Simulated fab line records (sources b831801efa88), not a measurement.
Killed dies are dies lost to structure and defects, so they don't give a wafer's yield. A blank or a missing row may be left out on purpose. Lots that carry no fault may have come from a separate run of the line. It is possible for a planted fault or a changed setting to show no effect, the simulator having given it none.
fab line records | flow sky130
record lots=13 | wafers=39 | last-day=50
route steps=708 shown LDD_HVP@288 SD_N@356 CONTACT@406 VIA1@460 PAD_OPEN@708
lots untouched by any fault: they come from a run of this same line in which no faults occurred
start-h: start of the lot's first displayed wafer, in hours after the record's first day | wait-h: hours from the lot's prior step to this one | " as in the row above | L1.1+2: a single row standing in for several wafers | - either no value or no given start | * or withheld: withheld | < > ~ a bound
route shown NAME@n: a module of which the file shows steps, and the number in the route of the first | usual: mean/standard deviation taken from wafers without a fault | same: alike in all rows | chamber/n: place in a boat | sites: readings site by site | _std_site: standard deviation across them | _edge_site: mean of outer sites minus mean of inner sites | radius-mm: how far each site lies from the wafer's centre | mask NAME#n: copy n | behind: the tool/chamber that last shaped the wafer | hold: cause of the lot's hold/its duration in hours/its outcome | device: which transistor (n, p or np) failed to switch | end of line: tests of these same wafers at the route's end | a step without rows: its recipe alone | killed: dies lost to structure and defects at the first sort, not the wafer's yield | map: a wafer's dies, marking killed ones x, the rest . and places with no die _
set.NAME: the setting the step ran with; set.NAME@STEP: the setting that earlier step ran with | model.NAME: the simulator's own value behind a step, which no gauge read
route steps across a sampled set of lots; one table per step, one row per wafer
services: the hour from which a tool's chamber was out of use, counted from the record's first day as start-h (under 0 if before that day), plus the number of hours and why
## steps
# step SKY_LDD_HVP_TW_MEAS_10
# usual LDD_HVP_TW=458/7.3
lot.wafer | tool          | chamber | start-h | wait-h | LDD_HVP_TW
L933.1    | film-metro-01 | -       | 483.72  | 0.1    | 449
L933.2    | "             | -       | "       | "      | 447
L933.5    | "             | -       | "       | "      | 447
L934.2    | film-metro-01 | -       | 494.84  | 0.1    | 447
L934.3    | "             | -       | "       | "      | 448
L934.5    | "             | -       | "       | "      | 447
L935.2    | film-metro-03 | -       | 509.37  | 0.1    | 458
L935.4    | "             | -       | "       | "      | 460
L935.6    | "             | -       | "       | "      | 460
L938.2    | film-metro-03 | -       | 525.24  | 0.1    | 461
L938.4    | "             | -       | "       | "      | 461
L938.5    | "             | -       | "       | "      | 459
L940.1    | film-metro-04 | -       | 556.86  | 0.1    | 465
L940.3    | "             | -       | "       | "      | 465
L940.4    | "             | -       | "       | "      | 465
L942.1    | film-metro-01 | -       | 564.92  | 0.1    | 454
L942.2    | "             | -       | "       | "      | 451
L942.4    | "             | -       | "       | "      | 451
L943.1    | film-metro-04 | -       | 578.36  | 0.1    | 466
L943.3    | "             | -       | "       | "      | 471
L943.5    | "             | -       | "       | "      | 466
L944.1    | film-metro-01 | -       | 587.91  | 0.1    | 447
L944.4    | "             | -       | "       | "      | 448
L944.5    | "             | -       | "       | "      | 450
L945.2    | film-metro-01 | -       | 597.64  | 0.1    | 446
L945.5    | "             | -       | "       | "      | 448
L945.6    | "             | -       | "       | "      | 448
L946.3    | film-metro-04 | -       | 601.40  | 0.1    | 466
L946.5    | "             | -       | "       | "      | 466
L946.6    | "             | -       | "       | "      | 468
L948.2    | film-metro-03 | -       | 616.07  | 0.1    | 459
L948.4    | "             | -       | "       | "      | 460
L948.6    | "             | -       | "       | "      | 460
L954.1    | film-metro-03 | -       | 676.06  | 0.1    | 459
L954.2    | "             | -       | "       | "      | 459
L954.4    | "             | -       | "       | "      | 462
L956.1    | film-metro-04 | -       | 689.71  | 0.1    | 466
L956.4    | "             | -       | "       | "      | 466
L956.6    | "             | -       | "       | "      | 466
# step SKY_SD_N_RTA_14
# recipe temp-c=1075 | time-s=2 | idle-temp-c=650 | ramp-up-c-per-s=150 | ramp-down-c-per-s=90 | ambient=N2
# usual lamp-power-pct=15.74/0.053 | wafer_temp_C_max=1078.1/1.5
lot.wafer | tool          | chamber | start-h | wait-h | lamp-power-pct | wafer_temp_C_max
L933.1    | rtp-anneal-02 | 0       | 634.44  | 0.0    | 15.74          | 1078.7
L933.2    | "             | 0       | "       | "      | 15.65          | 1079.7
L933.5    | "             | 0       | "       | "      | 15.73          | 1076.6
L934.2    | rtp-anneal-02 | 0       | 646.20  | 0.0    | 15.73          | 1077.0
L934.3    | "             | 0       | "       | "      | 15.73          | 1076.3
L934.5    | "             | 0       | "       | "      | 15.78          | 1079.1
L935.2    | rtp-anneal-01 | 0       | 659.16  | 0.0    | 15.79          | 1078.6
L935.4    | "             | 0       | "       | "      | 15.72          | 1080.6
L935.6    | "             | 0       | "       | "      | 15.76          | 1079.4
L938.2    | rtp-anneal-01 | 0       | 672.27  | 0.0    | 15.63          | 1076.8
L938.4    | "             | 0       | "       | "      | 15.66          | 1075.4
L938.5    | "             | 0       | "       | "      | 15.73          | 1076.7
L940.1    | rtp-anneal-02 | 0       | 703.04  | 0.0    | 15.80          | 1077.2
L940.3    | "             | 0       | "       | "      | 15.79          | 1078.7
L940.4    | "             | 0       | "       | "      | 15.72          | 1078.1
L942.1    | rtp-anneal-02 | 0       | 710.04  | 0.0    | 15.78          | 1078.9
L942.2    | "             | 0       | "       | "      | 15.75          | 1080.4
L942.4    | "             | 0       | "       | "      | 15.74          | 1078.1
L943.1    | rtp-anneal-01 | 0       | 726.88  | 0.0    | 15.81          | 1078.2
L943.3    | "             | 0       | "       | "      | 15.76          | 1077.3
L943.5    | "             | 0       | "       | "      | 15.75          | 1076.5
L944.1    | rtp-anneal-02 | 0       | 733.40  | 0.0    | 15.74          | 1077.5
L944.4    | "             | 0       | "       | "      | 15.78          | 1078.6
L944.5    | "             | 0       | "       | "      | 15.71          | 1077.2
L945.2    | rtp-anneal-01 | 0       | 741.84  | 0.0    | 15.72          | 1077.3
L945.5    | "             | 0       | "       | "      | 15.68          | 1077.2
L945.6    | "             | 0       | "       | "      | 15.76          | 1077.6
L946.3    | rtp-anneal-02 | 0       | 742.95  | 0.0    | 16.52          | 1108.7
L946.5    | "             | 0       | "       | "      | 16.55          | 1111.4
L946.6    | "             | 0       | "       | "      | 16.47          | 1107.2
L948.2    | rtp-anneal-02 | 0       | 759.01  | 0.0    | 16.52          | 1108.7
L948.4    | "             | 0       | "       | "      | 16.58          | 1107.5
L948.6    | "             | 0       | "       | "      | 16.61          | 1104.1
L954.1    | rtp-anneal-01 | 0       | 815.68  | 0.0    | 15.70          | 1078.4
L954.2    | "             | 0       | "       | "      | 15.67          | 1079.3
L954.4    | "             | 0       | "       | "      | 15.66          | 1078.4
L956.1    | rtp-anneal-02 | 0       | 826.84  | 0.0    | 15.71          | 1077.3
L956.4    | "             | 0       | "       | "      | 15.75          | 1076.9
L956.6    | "             | 0       | "       | "      | 15.75          | 1079.4
# step SKY_SD_N_RS_MEAS_16
# recipe thk-meas-gauge=four-point-probe
# usual SD_N_RS=68.57/0.12
lot.wafer | tool          | chamber | start-h | wait-h | hold                     | SD_N_RS[ohm/sq]
L933.1    | film-metro-02 | -       | 634.62  | 0.1    | -                        | 68.58
L933.2    | "             | -       | "       | "      | -                        | 68.83
L933.5    | "             | -       | "       | "      | -                        | 68.64
L934.2    | film-metro-02 | -       | 646.39  | 0.1    | -                        | 68.71
L934.3    | "             | -       | "       | "      | -                        | 68.56
L934.5    | "             | -       | "       | "      | -                        | 68.59
L935.2    | film-metro-02 | -       | 659.34  | 0.1    | -                        | 68.63
L935.4    | "             | -       | "       | "      | -                        | 68.65
L935.6    | "             | -       | "       | "      | -                        | 68.70
L938.2    | film-metro-01 | -       | 672.45  | 0.1    | -                        | 68.56
L938.4    | "             | -       | "       | "      | -                        | 68.59
L938.5    | "             | -       | "       | "      | -                        | 68.60
L940.1    | film-metro-03 | -       | 703.22  | 0.1    | -                        | 68.50
L940.3    | "             | -       | "       | "      | -                        | 68.56
L940.4    | "             | -       | "       | "      | -                        | 68.61
L942.1    | film-metro-02 | -       | 710.22  | 0.1    | -                        | 68.85
L942.2    | "             | -       | "       | "      | -                        | 68.91
L942.4    | "             | -       | "       | "      | -                        | 68.70
L943.1    | film-metro-02 | -       | 727.05  | 0.1    | -                        | 68.54
L943.3    | "             | -       | "       | "      | -                        | 68.64
L943.5    | "             | -       | "       | "      | -                        | 68.43
L944.1    | film-metro-02 | -       | 733.58  | 0.1    | -                        | 68.43
L944.4    | "             | -       | "       | "      | -                        | 68.64
L944.5    | "             | -       | "       | "      | -                        | 68.44
L945.2    | film-metro-01 | -       | 742.03  | 0.1    | -                        | 68.43
L945.5    | "             | -       | "       | "      | -                        | 68.39
L945.6    | "             | -       | "       | "      | -                        | 68.47
L946.3    | film-metro-01 | -       | 743.14  | 0.1    | await-dispo/0.2h/release | 63.14
L946.5    | "             | -       | "       | "      | await-dispo/0.2h/release | 63.28
L946.6    | "             | -       | "       | "      | await-dispo/0.2h/release | 63.25
L946.3    | film-metro-01 | -       | 743.50  | 0.3    | -                        | 63.32
L946.5    | "             | -       | "       | "      | -                        | 63.25
L946.6    | "             | -       | "       | "      | -                        | 63.19
L948.2    | film-metro-02 | -       | 759.19  | 0.1    | await-dispo/0.2h/release | 63.25
L948.4    | "             | -       | "       | "      | await-dispo/0.2h/release | 63.42
L948.6    | "             | -       | "       | "      | await-dispo/0.2h/release | 63.29
L948.2    | film-metro-02 | -       | 759.55  | 0.3    | -                        | 63.26
L948.4    | "             | -       | "       | "      | -                        | 63.40
L948.6    | "             | -       | "       | "      | -                        | 63.27
L954.1    | film-metro-03 | -       | 815.91  | 0.1    | -                        | 68.45
L954.2    | "             | -       | "       | "      | -                        | 68.56
L954.4    | "             | -       | "       | "      | -                        | 68.63
L956.1    | film-metro-03 | -       | 827.02  | 0.1    | -                        | 68.40
L956.4    | "             | -       | "       | "      | -                        | 68.38
L956.6    | "             | -       | "       | "      | -                        | 68.37
# step SKY_CONTACT_CVD_00
# recipe material=Si3N4 | target-thk-nm=75 | temp-c=400 | time-s=withheld | rf-w=450
# usual heater-power-w=735/99
lot.wafer | tool     | chamber | start-h | wait-h | heater-power-w
L933.1    | pecvd-04 | 2       | 693.51  | 0.0    | 730
L933.2    | "        | 0       | "       | "      | 723
L933.5    | "        | 1       | "       | "      | 816
L934.2    | pecvd-02 | 1       | 705.73  | 0.0    | 639
L934.3    | "        | 0       | "       | "      | 765
L934.5    | "        | 1       | "       | "      | 657
L935.2    | pecvd-04 | 0       | 718.92  | 0.0    | 665
L935.4    | "        | 2       | "       | "      | 803
L935.6    | "        | 0       | "       | "      | 697
L938.2    | pecvd-04 | 1       | 730.48  | 0.0    | 836
L938.4    | "        | 1       | "       | "      | 845
L938.5    | "        | 2       | "       | "      | 681
L940.1    | pecvd-01 | 0       | 761.69  | 0.0    | 811
L940.3    | "        | 2       | "       | "      | 744
L940.4    | "        | 2       | "       | "      | 740
L942.1    | pecvd-02 | 1       | 768.71  | 0.0    | 740
L942.2    | "        | 2       | "       | "      | 758
L942.4    | "        | 1       | "       | "      | 750
L943.1    | pecvd-01 | 2       | 783.95  | 0.0    | 716
L943.3    | "        | 1       | "       | "      | 472
L943.5    | "        | 1       | "       | "      | 461
L944.1    | pecvd-01 | 2       | 790.85  | 0.0    | 723
L944.4    | "        | 2       | "       | "      | 743
L944.5    | "        | 2       | "       | "      | 752
L945.2    | pecvd-04 | 1       | 797.83  | 0.0    | 783
L945.5    | "        | 1       | "       | "      | 796
L945.6    | "        | 0       | "       | "      | 718
L954.1    | pecvd-02 | 1       | 872.38  | 0.0    | 662
L954.2    | "        | 0       | "       | "      | 727
L954.4    | "        | 0       | "       | "      | 729
L956.1    | pecvd-01 | 0       | 881.41  | 0.0    | 923
L956.4    | "        | 0       | "       | "      | 932
L956.6    | "        | 1       | "       | "      | 484
# step SKY_VIA1_CMP_02
# recipe material=SiO2 | down-force-psi=4 | platen-rpm=60 | pad-velocity-m-s=0.94248
# usual motor-current-A=11.4/0.92 | retaining-ring-pressure-frac=1.000/0.005
lot.wafer | tool   | chamber | start-h | wait-h | motor-current-A | retaining-ring-pressure-frac
L933.1    | cmp-01 | 3       | 752.53  | 0.1    | 10.6            | 1.003
L933.2    | "      | 0       | "       | "      | 12.5            | 1.000
L933.5    | "      | 3       | "       | "      | 10.6            | 1.006
L934.2    | cmp-01 | 0       | 763.81  | 0.3    | 12.6            | 0.991
L934.3    | "      | 1       | "       | "      | 10.9            | 1.005
L934.5    | "      | 3       | "       | "      | 10.7            | 1.007
L935.2    | cmp-01 | 2       | 777.38  | 0.0    | 11.1            | 1.006
L935.4    | "      | 1       | "       | "      | 11.7            | 1.002
L935.6    | "      | 3       | "       | "      | 10.7            | 0.995
L938.2    | cmp-01 | 1       | 789.30  | 0.0    | 11.3            | 0.997
L938.4    | "      | 0       | "       | "      | 13.4            | 1.000
L938.5    | "      | 1       | "       | "      | 11.9            | 0.999
L940.3    | cmp-01 | 0       | 818.83  | 0.0    | 12.2            | 0.996
L940.1    | "      | 1       | "       | "      | 11.9            | 0.995
L940.4    | "      | 2       | "       | "      | 11.4            | 1.003
L942.2    | cmp-02 | 2       | 826.80  | 1.4    | 12.9            | 0.999
L942.4    | "      | 3       | "       | "      | 10.6            | 0.995
L942.1    | "      | 0       | "       | "      | 11.5            | 1.001
L943.3    | cmp-01 | 1       | 840.42  | 0.0    | 11.5            | 0.999
L943.1    | "      | 2       | "       | "      | 11.0            | 0.997
L943.5    | "      | 2       | "       | "      | 11.1            | 0.999
L944.1    | cmp-01 | 2       | 847.88  | 0.1    | 10.7            | 1.000
L944.4    | "      | 3       | "       | "      | 10.0            | 0.998
L944.5    | "      | 1       | "       | "      | 12.1            | 0.998
L945.2    | cmp-02 | 2       | 855.13  | 0.1    | 12.3            | 0.994
L945.5    | "      | 0       | "       | "      | 11.9            | 0.998
L945.6    | "      | 1       | "       | "      | 10.0            | 1.007
L954.2    | cmp-02 | 3       | 925.66  | 0.5    | 11.1            | 1.004
L954.4    | "      | 0       | "       | "      | 11.5            | 0.997
L954.1    | "      | 1       | "       | "      | 10.8            | 1.001
L956.4    | cmp-01 | 1       | 934.61  | 0.0    | 11.8            | 1.007
L956.1    | "      | 3       | "       | "      | 10.7            | 0.994
L956.6    | "      | 2       | "       | "      | 10.9            | 0.997
# step SKY_PAD_OPEN_PROBE_99
# usual defect-limited-yield=82.2/1.9 | killed_at_M0_to_M3=44/7.2 | killed_at_M4_up=3.0/1.9 | killed-at-contacts=25/4.8 | killed-at-front-end=16/4.2 | killed-at-other=0.2/0.44 | killed-dies=88/9.3 | killed-open=48/7.1 | killed-short=40/6.5 | sort_bin_3_pad_short=0.9/0.4 | sort_bin_5_function=10.5/1.5 | sort_bin_6_memory=6.5/0.98 | sort-n-pass=404/9.3 | sort-yield-pct=82.2/1.9
# same gross-dies=492 | killed-at-back-side=0 | sort_bin_4_leakage[%]=0 | sort_bin_8_speed[%]=0
lot.wafer | tool      | chamber | start-h | wait-h | defect-limited-yield[%] | killed_at_M0_to_M3 | killed_at_M4_up | killed-at-contacts | killed-at-front-end | killed-at-other | killed-dies | killed-open | killed-short | sort_bin_3_pad_short[%] | sort_bin_5_function[%] | sort_bin_6_memory[%] | sort-n-pass | sort-yield-pct[%]
L943.1    | prober-02 | -       | 1133.49 | 0.1    | 82.5                    | 41                 | 6               | 32                 | 6                   | 1               | 86          | 47          | 39           | 0.2                     | 10.8                   | 6.5                  | 406         | 82.5
L943.3    | prober-02 | -       | 1133.59 | 0.2    | 84.6                    | 43                 | 2               | 22                 | 9                   | 0               | 76          | 35          | 41           | 1.0                     | 8.7                    | 5.7                  | 416         | 84.6
L943.5    | prober-02 | -       | 1133.69 | 0.2    | 80.7                    | 45                 | 2               | 35                 | 13                  | 0               | 95          | 57          | 38           | 0.8                     | 11.8                   | 6.7                  | 397         | 80.7
L954.1    | prober-02 | -       | 1191.75 | 0.1    | 83.7                    | 32                 | 0               | 33                 | 15                  | 0               | 80          | 49          | 31           | 0.4                     | 10.4                   | 5.5                  | 412         | 83.7
L954.2    | prober-02 | -       | 1191.80 | 0.1    | 76.6                    | 58                 | 3               | 28                 | 26                  | 0               | 115         | 66          | 49           | 1.0                     | 13.4                   | 8.9                  | 377         | 76.6
L954.4    | prober-02 | -       | 1191.90 | 0.2    | 81.9                    | 35                 | 3               | 31                 | 20                  | 0               | 89          | 48          | 41           | 1.4                     | 9.8                    | 6.9                  | 403         | 81.9
# killed by level:class
L943.1 CONTACT:geometric-particle:open=11 CONTACT:geometric-particle:short=9 VIA1:geometric-particle:open=8 VIA3:geometric-particle:open=8 VIA2:geometric-particle:open=7 LI_CONTACT:geometric-particle:open=6 LOCAL_INTERCONNECT:geometric-particle:short=4 METAL1:geometric-particle:short=4
L943.3 CONTACT:geometric-particle:open=9 VIA1:geometric-particle:open=9 METAL1:geometric-particle:short=7 LOCAL_INTERCONNECT:geometric-particle:short=5 VIA3:geometric-particle:short=4 VIA1:geometric-particle:short=4 METAL2:geometric-particle:short=4 VIA2:geometric-particle:open=4
L943.5 LI_CONTACT:geometric-particle:open=11 VIA3:geometric-particle:open=9 CONTACT:geometric-particle:open=9 VIA1:geometric-particle:open=9 LI_CONTACT:geometric-particle:short=6 METAL1:geometric-particle:short=6 METAL2:geometric-particle:short=6 VIA2:geometric-particle:open=6
L954.1 LI_CONTACT:geometric-particle:open=12 CONTACT:geometric-particle:open=12 VIA1:geometric-particle:open=9 METAL2:geometric-particle:short=6 POLY_GATE:geometric-particle:open=4 POLY_GATE:geometric-particle:short=4 LOCAL_INTERCONNECT:geometric-particle:short=4 VIA1:geometric-particle:short=4
L954.2 VIA1:geometric-particle:open=14 LI_CONTACT:geometric-particle:open=10 VIA3:geometric-particle:open=9 METAL1:geometric-particle:short=9 CONTACT:geometric-particle:open=7 VIA2:geometric-particle:open=7 FIELD_ISO:geometric-particle:open=6 FIELD_ISO:geometric-particle:short=5
L954.4 LI_CONTACT:geometric-particle:open=11 METAL2:geometric-particle:short=9 VIA2:geometric-particle:open=7 VIA3:geometric-particle:open=7 FIELD_ISO:geometric-particle:open=6 CONTACT:geometric-particle:short=6 CONTACT:geometric-particle:open=6 LI_CONTACT:geometric-particle:short=5
## services
tool          | chamber | start-h | hours | kind
pecvd-01      | -       | 621.42  | 0.5   | repair
rtp-anneal-01 | -       | 624.88  | 33.0  | pm
pecvd-02      | 2       | 624.91  | 17.6  | repair
pecvd-01      | 1       | 627.64  | 4.4   | repair
pecvd-01      | 0       | 674.89  | 3.5   | repair
pecvd-02      | -       | 701.06  | 2.1   | repair
pecvd-04      | -       | 709.12  | 0.7   | repair
cmp-01        | -       | 714.75  | 5.1   | repair
pecvd-04      | -       | 724.03  | 2.8   | pm
pecvd-02      | -       | 736.51  | 0.3   | repair
cmp-02        | -       | 744.00  | 4.0   | pm
cmp-02        | -       | 755.60  | 2.5   | repair
pecvd-01      | 1       | 762.98  | 18.1  | repair
pecvd-04      | 2       | 784.24  | 6.1   | repair
pecvd-01      | 1       | 799.24  | 3.7   | repair
pecvd-01      | -       | 800.94  | 1.3   | repair
cmp-01        | -       | 822.86  | 5.5   | pm
pecvd-01      | 1       | 827.30  | 19.3  | repair
rtp-anneal-02 | -       | 828.69  | 4.8   | pm
cmp-01        | -       | 865.72  | 1.6   | repair
cmp-01        | -       | 868.11  | 0.4   | repair
pecvd-04      | 1       | 868.91  | 11.1  | repair
cmp-01        | -       | 911.95  | 10.2  | pm
cmp-01        | -       | 922.15  | 4.0   | pm
## key
first-sign step=SKY_SD_N_RTA_14 | reading=wafer_temp_C_max | direction=up | sigmas=20 | usual=* | struck=*
effect step=SKY_SD_N_RTA_14 | reading=lamp-power-pct | direction=up | sigmas=15 | usual=15.74 | struck=16.54
effect step=SKY_SD_N_RS_MEAS_16 | reading=visit | direction=added
effect step=SKY_SD_N_RS_MEAS_16 | reading=SD_N_RS | direction=down | sigmas=45 | usual=68.57 | struck=63.27
met-at SKY_SD_N_RTA_14
struck-lots L946,L948
scrapped-behind SKY_SD_N_RS_MEAS_16 L946.3,L946.5,L946.6,L948.2,L948.4,L948.6
not-acting-at SKY_LDD_HVP_TW_MEAS_10,SKY_CONTACT_CVD_00,SKY_VIA1_CMP_02
onset-between 733.40 742.95
fault kind=process-parameter-drift | tool=rtp-anneal-02 | chamber=- | onset-h=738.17 | steps=SKY_SD_N_RTA_14 | channel=temp-c | offset=* | shape=step | end-h=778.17 | acts-in=* | stated=*
